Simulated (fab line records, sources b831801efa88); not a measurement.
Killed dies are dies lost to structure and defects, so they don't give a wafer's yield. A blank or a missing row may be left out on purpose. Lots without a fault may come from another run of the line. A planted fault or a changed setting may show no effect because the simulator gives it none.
Which tool did it? | flow gf180mcu | 24 lots, 72 wafers sampled, at 3 steps of a route of 602

WHAT THE GAUGES READ, wafer by wafer
GF_V1_BOW_MEAS_05.
lot  | measured     | on            | V1_BOW (um)
L074 | day 16 23:32 | film_metro-01 | 87 73 85
L075 | day 17 05:56 | film_metro-01 | 98 79 76
L076 | day 17 17:59 | film_metro-02 | 86 86 95
L077 | day 18 03:53 | film_metro-03 | 96 78 79
L078 | day 18 16:09 | film_metro-02 | 85 78 87
L079 | day 18 17:14 | film_metro-02 | 79 82 83
L080 | day 18 21:58 | film_metro-01 | 72 75 97
L081 | day 19 07:44 | film_metro-01 | 76 85 78
L082 | day 19 15:35 | film_metro-01 | 78 75 89
L083 | day 20 05:23 | film_metro-03 | 83 74 72
L084 | day 20 11:14 | film_metro-02 | 97 85 87
L085 | day 20 20:16 | film_metro-03 | 85 98 85
L086 | day 21 14:38 | film_metro-02 | 69 81 82
L087 | day 21 16:54 | film_metro-02 | 95 101 85
L088 | day 22 06:24 | film_metro-03 | 75 83 73
L089 | day 23 01:26 | film_metro-02 | 72 75 79
L090 | day 23 13:07 | film_metro-02 | 66 87 87
L091 | day 24 06:32 | film_metro-01 | 71 86 98
L092 | day 24 07:49 | film_metro-01 | 80 68 94
L093 | day 24 23:13 | film_metro-02 | 89 84 87
L094 | day 25 04:35 | film_metro-01 | 78 75 87
L096 | day 25 13:10 | film_metro-01 | 83 74 89
L097 | day 25 14:49 | film_metro-02 | 66 80 85
L095 | day 25 15:50 | film_metro-01 | 102 93 94

GF_V2_THK_MEAS_01.
lot  | measured     | on            | V2_CVD_00_THK (nm)
L074 | day 19 00:35 | film_metro-04 | 598 602 601
L075 | day 19 06:28 | film_metro-03 | 595 602 586
L076 | day 19 19:44 | film_metro-04 | 591 592 600
L077 | day 20 05:02 | film_metro-04 | 605 604 602
L078 | day 20 16:19 | film_metro-02 | 601 608 602
L079 | day 20 17:46 | film_metro-04 | 588 602 592
L080 | day 20 23:41 | film_metro-02 | 586 582 588
L081 | day 21 10:18 | film_metro-04 | 603 605 595
L082 | day 21 17:28 | film_metro-03 | 608 600 607
L083 | day 22 07:10 | film_metro-04 | 600 600 611
L084 | day 22 13:07 | film_metro-04 | 598 603 600
L085 | day 22 22:01 | film_metro-04 | 588 589 599
L086 | day 23 15:38 | film_metro-04 | 597 592 599
L087 | day 23 16:57 | film_metro-04 | 594 591 585
L088 | day 24 05:44 | film_metro-04 | 596 592 594
L089 | day 25 00:50 | film_metro-02 | 593 591 590
L090 | day 25 11:35 | film_metro-04 | 598 593 596
L091 | day 26 04:29 | film_metro-04 | 610 617 612
L092 | day 26 05:49 | film_metro-02 | 590 593 600
L093 | day 26 20:10 | film_metro-03 | 591 594 591
L094 | day 27 01:01 | film_metro-03 | 607 599 601
L096 | day 27 09:53 | film_metro-03 | 597 596 594
L097 | day 27 11:43 | film_metro-03 | 591 589 592
L095 | day 27 12:04 | film_metro-04 | 608 608 614

WHICH TOOL RAN EACH LOT (tool, then ch and the chambers of the sampled wafers, then the start)
lot  | GF_M1_SPUTTER_04
L074 | pvd_sputter-02, day 16 00:04
L075 | pvd_sputter-03, day 16 06:19
L076 | pvd_sputter-03, day 16 18:10
L077 | pvd_sputter-02, day 17 03:38
L078 | pvd_sputter-01, day 17 15:28
L079 | pvd_sputter-01, day 17 16:25
L080 | pvd_sputter-02, day 17 21:22
L081 | pvd_sputter-03, day 18 06:44
L082 | pvd_sputter-03, day 18 15:49
L083 | pvd_sputter-02, day 19 03:50
L084 | pvd_sputter-02, day 19 10:07
L085 | pvd_sputter-03, day 19 19:02
L086 | pvd_sputter-03, day 20 13:10
L087 | pvd_sputter-01, day 20 15:44
L088 | pvd_sputter-03, day 21 05:10
L089 | pvd_sputter-03, day 22 00:52
L090 | pvd_sputter-01, day 22 12:34
L091 | pvd_sputter-01, day 23 06:22
L092 | pvd_sputter-01, day 23 08:01
L093 | pvd_sputter-02, day 23 23:39
L094 | pvd_sputter-01, day 24 05:53
L096 | pvd_sputter-03, day 24 14:32
L097 | pvd_sputter-01, day 24 15:50
L095 | pvd_sputter-03, day 24 17:06
- GF_M1_SPUTTER_04: material TiN, target thk 50 nm, time 41.7 s.

WHAT THE TOOLS THEMSELVES READ (means of the sampled wafers that have a number; where no wafer has one, the mark that the record gives instead)
GF_M1_SPUTTER_04.
lot  | tool           | throttle_valve_pct (%)
L074 | pvd_sputter-02 | 28.9
L075 | pvd_sputter-03 | 29.3
L076 | pvd_sputter-03 | 29.5
L077 | pvd_sputter-02 | 28.4
L078 | pvd_sputter-01 | 30.0
L079 | pvd_sputter-01 | 29.5
L080 | pvd_sputter-02 | 28.6
L081 | pvd_sputter-03 | 30.1
L082 | pvd_sputter-03 | 30.3
L083 | pvd_sputter-02 | 29.3
L084 | pvd_sputter-02 | 29.4
L085 | pvd_sputter-03 | 30.0
L086 | pvd_sputter-03 | 30.0
L087 | pvd_sputter-01 | 29.0
L088 | pvd_sputter-03 | 30.6
L089 | pvd_sputter-03 | 30.9
L090 | pvd_sputter-01 | 29.5
L091 | pvd_sputter-01 | 29.0
L092 | pvd_sputter-01 | 30.5
L093 | pvd_sputter-02 | 28.4
L094 | pvd_sputter-01 | 28.9
L096 | pvd_sputter-03 | 30.4
L097 | pvd_sputter-01 | 30.1
L095 | pvd_sputter-03 | 29.3

THE ANSWER, worked out from the rows above alone
Rule: what is usual is taken from the lots themselves. Put in order of their means at a reading, lots are off if they are a third of the lots or fewer, leave a main group of 4 or more, and stand apart from it by a gap of 3 or more times the standard deviation of the main group's means; of several such gaps the widest counts. A main group whose means are all the same, to the digits that the tables above print for the reading, isn't used. A lot without any number at a reading at which 4 lots or more have one is off too. The other lots that the step has rows for count as sound. The gauges are gone through in route order, then the tools' own readings, and for those a lot's mean is taken as printed above. The first step at which some lot is off is used, and at that step the reading that is off furthest; a lot without a number counts as furthest.
No lot is off at any reading shown: from this, nothing can be told.

WHAT THE SIMULATOR HAD PUT IN
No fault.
